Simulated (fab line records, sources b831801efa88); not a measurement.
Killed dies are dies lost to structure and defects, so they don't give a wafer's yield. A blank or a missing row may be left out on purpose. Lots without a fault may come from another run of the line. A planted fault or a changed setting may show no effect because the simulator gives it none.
fab line records | flow sky130
record lots=12 wafers=36 last_day=50
route steps=708 shown VT_ADJUST_HVTR@138 LDD_P@264 SPACER@306 LI_CONTACT@386
lots that met no fault: from a run of the same line without faults
start_h: hours from the record's first day to the start of the lot's first wafer shown | wait_h: hours since the lot's step before | " the same as in the row above | L1.1+2: a row that stands for several wafers | - no value, or no start given | * or withheld: withheld | < > ~ a bound
route shown NAME@n: a module of which the file shows steps, and the number in the route of the first | usual: mean/standard deviation of fault-free wafers | same: alike in all rows | chamber/n: place in a boat | sites: the reading at each site | _std_site: their standard deviation | _edge_site: outer sites' mean less inner sites' | radius_mm: how far each site lies from the wafer's centre | mask NAME#n: copy n | behind: the tool/chamber that last shaped the wafer | hold: why the lot was held/for how many hours/how that ended | device: the transistor (n, p or np) that didn't switch | end of line: the same wafers' tests at the end of the route | a step without rows: its recipe alone | killed: dies lost to structure and defects at the first sort, not the wafer's yield | map: a wafer's dies, x killed, . not, _ none there
set.NAME: the setting as run; set.NAME@STEP: as run at that earlier step | model.NAME: the simulator's own value behind a step, which no gauge read
steps of the route over a sample of lots; a table a step, a row a wafer
services: from which hour (start_h, from the record's first day; less than 0 if before it) a tool's chamber was out of use, for how many hours, and why
## steps
# step SKY_VT_ADJUST_HVTR_CD_MEAS_07
# recipe target_cd_nm=380
# usual cd_nm=380.2/2.1
# columns lot.wafer tool chamber start_h wait_h cd_nm
L407.2 cd_sem-01 - 205.05 0.1 379.2
L407.3 " - " " 382.0
L407.5 " - " " 382.0
L411.1 cd_sem-01 - 237.82 0.1 379.5
L411.2 " - " " 380.0
L411.5 " - " " 381.3
L413.1 cd_sem-01 - 245.78 0.1 380.9
L413.3 " - " " 381.0
L413.4 " - " " 381.7
L415.3 cd_sem-02 - 263.96 0.1 384.5
L415.4 " - " " 384.8
L415.5 " - " " 380.9
L417.3 cd_sem-01 - 274.02 0.1 380.1
L417.4 " - " " 380.0
L417.6 " - " " 379.8
L418.1 cd_sem-01 - 285.61 0.1 381.0
L418.3 " - " " 381.0
L418.5 " - " " 380.0
L419.1 cd_sem-02 - 289.08 0.1 377.3
L419.2 " - " " 378.4
L419.6 " - " " 377.5
L424.4 cd_sem-02 - 326.44 0.1 382.6
L424.5 " - " " 383.7
L424.6 " - " " 382.8
L427.1 cd_sem-02 - 349.78 0.1 382.4
L427.2 " - " " 382.2
L427.3 " - " " 381.9
L428.3 cd_sem-02 - 353.06 0.1 380.1
L428.4 " - " " 379.3
L428.5 " - " " 377.8
L429.2 cd_sem-02 - 363.14 0.1 378.1
L429.4 " - " " 376.9
L429.6 " - " " 376.4
L430.1 cd_sem-01 - 370.32 0.1 380.0
L430.3 " - " " 380.4
L430.6 " - " " 382.3
# step SKY_LDD_P_IMPLANT_09
# recipe species=BF2 energy_kev=25 dose_cm2=1e+13 tilt_deg=withheld
# usual dose_ions_cm2=1e+13/1.1e+10 faraday_current_uA=56.4/1.1
# columns lot.wafer tool chamber start_h wait_h dose_ions_cm2 faraday_current_uA
L407.2 implanter-02 0 434.60 0.0 1.0011e+13 56.4
L407.3 " 0 " " 9.998e+12 54.9
L407.5 " 0 " " 1.0005e+13 57.3
L411.1 implanter-04 0 477.12 0.0 1.0001e+13 57.0
L411.2 " 0 " " 1.001e+13 55.1
L411.5 " 0 " " 1.0018e+13 57.6
L413.1 implanter-02 0 489.49 0.0 1.0005e+13 56.3
L413.3 " 0 " " 1.0005e+13 55.6
L413.4 " 0 " " 9.996e+12 55.6
L415.3 implanter-03 0 513.34 0.1 9.985e+12 57.1
L415.4 " 0 " " 9.975e+12 56.2
L415.5 " 0 " " 9.987e+12 56.7
L417.3 implanter-02 0 521.29 0.1 3.472e+12 19.3
L417.4 " 0 " " 3.472e+12 19.7
L417.6 " 0 " " 3.473e+12 19.8
L418.1 implanter-02 0 532.27 0.0 3.47e+12 19.8
L418.3 " 0 " " 3.471e+12 19.4
L418.5 " 0 " " 3.483e+12 19.4
L419.1 implanter-02 0 540.09 0.0 3.47e+12 19.8
L419.2 " 0 " " 3.46e+12 19.3
L419.6 " 0 " " 3.466e+12 19.9
L424.4 implanter-03 0 582.05 0.1 9.98e+12 54.3
L424.5 " 0 " " 1.0008e+13 56.3
L424.6 " 0 " " 1.0006e+13 56.2
L427.1 implanter-04 0 603.97 0.0 9.997e+12 54.8
L427.2 " 0 " " 1.0008e+13 55.5
L427.3 " 0 " " 1.0004e+13 56.5
L428.3 implanter-04 0 614.87 0.1 9.979e+12 56.6
L428.4 " 0 " " 9.999e+12 58.3
L428.5 " 0 " " 1.0015e+13 56.0
L429.2 implanter-02 0 617.60 0.0 1.0015e+13 56.5
L429.4 " 0 " " 1.0003e+13 54.4
L429.6 " 0 " " 1.0008e+13 57.4
L430.1 implanter-04 0 624.92 0.0 9.974e+12 54.1
L430.3 " 0 " " 9.998e+12 56.7
L430.6 " 0 " " 9.986e+12 56.0
# step SKY_LDD_P_TW_MEAS_11
# usual LDD_P_TW=637/3.1
# columns lot.wafer tool chamber start_h wait_h LDD_P_TW
L407.2 film_metro-01 - 434.83 0.1 632
L407.3 " - " " 636
L407.5 " - " " 638
L411.1 film_metro-03 - 477.37 0.1 642
L411.2 " - " " 639
L411.5 " - " " 641
L413.1 film_metro-02 - 489.74 0.1 636
L413.3 " - " " 635
L413.4 " - " " 636
L415.3 film_metro-01 - 513.56 0.1 639
L415.4 " - " " 641
L415.5 " - " " 638
L417.3 film_metro-01 - 521.51 0.1 458
L417.4 " - " " 460
L417.6 " - " " 460
L418.1 film_metro-02 - 532.52 0.1 454
L418.3 " - " " 454
L418.5 " - " " 457
L419.1 film_metro-02 - 540.34 0.1 456
L419.2 " - " " 457
L419.6 " - " " 458
L424.4 film_metro-01 - 582.25 0.1 639
L424.5 " - " " 639
L424.6 " - " " 637
L427.1 film_metro-03 - 604.22 0.1 639
L427.2 " - " " 643
L427.3 " - " " 642
L428.3 film_metro-03 - 615.09 0.1 639
L428.4 " - " " 642
L428.5 " - " " 643
L429.2 film_metro-02 - 617.83 0.1 634
L429.4 " - " " 629
L429.6 " - " " 636
L430.1 film_metro-01 - 625.17 0.1 639
L430.3 " - " " 640
L430.6 " - " " 638
# step SKY_SPACER_ETCHBACK_02
# recipe chemistry=CH3F/O2 target=Si3N4 stop_on=SiO2 source_w=400 bias_w=80 pressure_mtorr=25 ch3f_flow_sccm=40 O2_flow_sccm=30 time_s=46.7 target_depth_a=450
# usual drypump_motor_current_A=5.9/0.36 oes_product_au=0.855/0.007 throttle_valve_pct=10.562/0.0099
# columns lot.wafer tool chamber start_h wait_h drypump_motor_current_A oes_product_au rf_hours_counter_h throttle_valve_pct
L407.2 rie_diel-04 0 529.48 0.0 5.7 0.849 4 10.574
L407.3 " 3 " " 6.3 0.852 3 10.554
L407.5 " 2 " " 6.6 0.848 - 10.561
L411.1 rie_diel-02 1 571.25 0.1 5.7 0.860 1 10.570
L411.2 " 3 " " 5.7 0.857 59 10.556
L411.5 " 0 " " 5.1 0.860 - 10.539
L413.1 rie_diel-01 1 583.29 0.1 6.2 0.859 10 10.548
L413.3 " 2 " " 6.0 0.854 14 10.572
L413.4 " 1 " " 6.2 0.849 - 10.561
L415.3 rie_diel-01 0 605.48 0.0 6.2 0.858 5 10.563
L415.4 " 1 " " 6.2 0.870 10 10.574
L415.5 " 2 " " 6.0 0.856 - 10.558
L417.3 rie_diel-01 3 613.18 0.0 5.5 0.853 10 10.546
L417.4 " 2 " " 5.9 0.852 14 10.556
L417.6 " 2 " " 5.9 0.851 - 10.577
L418.1 rie_diel-04 0 621.83 0.1 5.7 0.856 6 10.570
L418.3 " 1 " " 6.2 0.845 46 10.567
L418.5 " 1 " " 6.2 0.861 - 10.559
L419.1 rie_diel-02 2 630.63 0.1 5.8 0.867 1 10.561
L419.2 " 1 " " 5.7 0.856 2 10.549
L419.6 " 1 " " 5.7 0.863 - 10.576
L424.4 rie_diel-02 0 671.90 0.0 5.1 0.850 2 10.568
L424.5 " 1 " " 5.7 0.857 - 10.548
L424.6 " 0 " " 5.1 0.853 - 10.554
L427.1 rie_diel-02 0 693.55 0.1 5.1 0.864 2 10.561
L427.2 " 1 " " 5.7 0.872 4 10.558
L427.3 " 3 " " 5.7 0.865 1 10.572
L428.3 rie_diel-02 1 704.43 0.0 5.7 0.851 4 10.563
L428.4 " 3 " " 5.7 0.852 1 10.557
L428.5 " 3 " " 5.7 0.853 - 10.556
L429.2 rie_diel-01 2 706.58 0.0 5.9 0.849 16 10.558
L429.4 " 3 " " 5.6 0.866 12 10.558
L429.6 " 1 " " 6.2 0.858 - 10.567
L430.1 rie_diel-02 1 713.61 0.1 5.7 0.847 4 10.555
L430.3 " 0 " " 5.1 0.842 3 10.550
L430.6 " 3 " " 5.7 0.841 - 10.579
# step SKY_LI_CONTACT_CMP_24
# recipe stop_on=PSG t_overpolish_s=20 down_force_psi=3.5 platen_rpm=60 target_thk_nm=0 pad_velocity_m_s=0.94248
# usual motor_current_A=10.6/0.82 overpolish_run_s=20.000/0.0094 time_to_endpoint_s=100/4.7
# columns lot.wafer tool chamber start_h wait_h motor_current_A overpolish_run_s time_to_endpoint_s
L407.2 cmp-01 2 678.93 0.0 9.9 20.007 100
L407.3 " 1 " " 9.5 20.013 96
L407.5 " 3 " " 11.4 20.016 95
L411.1 cmp-02 2 718.95 0.1 11.1 20.002 102
L411.2 " 0 " " 9.5 19.991 93
L411.5 " 2 " " 11.2 19.996 94
L413.3 cmp-02 3 729.40 0.0 10.5 20.012 104
L413.4 " 1 " " 11.3 20.001 103
L413.1 " 2 " " 11.0 20.001 95
L415.3 cmp-02 3 751.72 0.1 11.0 20.004 101
L415.4 " 0 " " 9.2 19.980 92
L415.5 " 1 " " 11.9 20.010 102
L417.3 cmp-01 3 760.26 0.0 11.2 19.977 97
L417.4 " 1 " " 9.6 20.006 101
L417.6 " 0 " " 11.6 19.999 102
L418.3 cmp-02 0 766.99 0.1 10.0 19.997 94
L418.1 " 1 " " 11.4 20.000 105
L418.5 " 3 " " 11.1 19.999 105
L419.1 cmp-02 2 774.65 0.1 10.7 19.991 103
L419.2 " 0 " " 9.3 20.015 96
L419.6 " 1 " " 11.6 20.011 109
L424.4 cmp-02 2 812.39 0.0 11.6 20.003 97
L424.6 " 2 " " 11.2 20.001 105
L424.5 " 3 " " 10.5 19.995 100
L427.3 cmp-01 1 832.90 0.0 9.7 19.997 102
L427.1 " 2 " " 9.5 19.994 100
L427.2 " 3 " " 11.5 19.993 99
L428.4 cmp-02 2 841.20 0.1 10.9 20.002 97
L428.3 " 3 " " 10.6 19.976 105
L428.5 " 1 " " 11.4 20.014 104
L429.4 cmp-01 3 843.38 0.1 10.7 19.997 97
L429.2 " 0 " " 11.5 19.988 95
L429.6 " 1 " " 9.5 19.991 101
L430.3 cmp-01 2 849.65 0.1 9.4 19.999 101
L430.1 " 0 " " 11.8 19.991 97
L430.6 " 2 " " 9.5 20.000 101
## services
# columns tool chamber start_h hours kind
cmp-02 - 441.88 4.0 repair
cmp-02 - 446.21 4.9 pm
rie_diel-02 - 448.07 0.9 repair
rie_diel-02 - 452.63 0.9 repair
cmp-02 - 519.35 0.8 repair
implanter-02 - 559.39 3.2 pm
cmp-02 - 562.07 16.5 repair
implanter-02 - 564.37 1.2 repair
rie_diel-02 3 589.46 20.1 repair
cmp-02 - 603.80 2.0 repair
cmp-02 - 604.82 1.6 repair
cmp-02 - 632.99 0.4 repair
cmp-02 - 637.11 0.3 repair
rie_diel-02 1 657.53 8.8 repair
cmp-02 - 671.85 1.3 repair
implanter-02 - 673.67 3.6 repair
implanter-02 - 681.64 1.1 repair
implanter-02 - 708.19 5.0 repair
rie_diel-02 1 714.07 28.0 repair
rie_diel-02 - 726.06 2.4 repair
cmp-02 - 744.00 4.0 pm
cmp-02 - 790.68 0.4 repair
cmp-02 - 815.23 2.9 pm
cmp-02 - 844.32 3.1 repair
## key
first_sign step=SKY_LDD_P_IMPLANT_09 reading=dose_ions_cm2 direction=down sigmas=99+ usual=* struck=*
effect step=SKY_LDD_P_IMPLANT_09 reading=faraday_current_uA direction=down sigmas=32 usual=56.4 struck=19.6
effect step=SKY_LDD_P_TW_MEAS_11 reading=LDD_P_TW direction=down sigmas=59 usual=637 struck=457
met_at SKY_LDD_P_IMPLANT_09
struck_lots L417,L418,L419
tester_left_out L417,L418,L419
not_acting_at SKY_VT_ADJUST_HVTR_CD_MEAS_07,SKY_SPACER_ETCHBACK_02,SKY_LI_CONTACT_CMP_24
onset_between 489.49 521.29
fault kind=process_parameter_drift tool=implanter-02 chamber=- onset_h=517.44 steps=SKY_LDD_P_IMPLANT_09 channel=dose_cm2 offset=* shape=step end_h=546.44 acts_in=* stated=*
# tester_left_out: of these lots the tester's yield and bins aren't shown, on N5 and GAA mostly nor the transistor test; their killed dies are dies lost to structure and defects alone, not to doping, threshold or leakage, so they don't give the yield
